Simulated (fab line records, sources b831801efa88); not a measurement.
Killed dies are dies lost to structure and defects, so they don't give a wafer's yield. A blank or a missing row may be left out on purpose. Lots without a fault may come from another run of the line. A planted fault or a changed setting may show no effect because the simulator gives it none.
Which tool did it? | flow sky130 | 6 lots, 18 wafers sampled, at 1 step of a route of 708

WHAT THE GAUGES READ, wafer by wafer
SKY_CAP2M_THK_MEAS_01.
lot  | measured     | on            | CAP2M_CVD_00_THK (nm)
L690 | day 40 18:35 | film_metro-02 | 15.49 15.55 15.69
L693 | day 41 01:46 | film_metro-04 | 15.37 15.64 15.80
L702 | day 43 13:46 | film_metro-03 | 15.31 15.65 15.46
L707 | day 44 15:13 | film_metro-04 | 15.43 15.62 15.91
L709 | day 45 14:31 | film_metro-03 | 15.44 15.41 15.84
L712 | day 47 02:59 | film_metro-03 | 15.28 15.36 15.85

WHICH TOOL RAN EACH LOT (tool, then ch and the chambers of the sampled wafers, then the start)
The record holds no process step before these readings.

THE ANSWER, worked out from the rows above alone
Rule: what is usual is taken from the lots themselves. Put in order of their means at a reading, lots are off if they are a third of the lots or fewer, leave a main group of 4 or more, and stand apart from it by a gap of 3 or more times the standard deviation of the main group's means; of several such gaps the widest counts. A main group whose means are all the same, to the digits that the tables above print for the reading, isn't used. A lot without any number at a reading at which 4 lots or more have one is off too. The other lots that the step has rows for count as sound.
No lot is off at any reading shown: from this, nothing can be told.

WHAT THE SIMULATOR HAD PUT IN
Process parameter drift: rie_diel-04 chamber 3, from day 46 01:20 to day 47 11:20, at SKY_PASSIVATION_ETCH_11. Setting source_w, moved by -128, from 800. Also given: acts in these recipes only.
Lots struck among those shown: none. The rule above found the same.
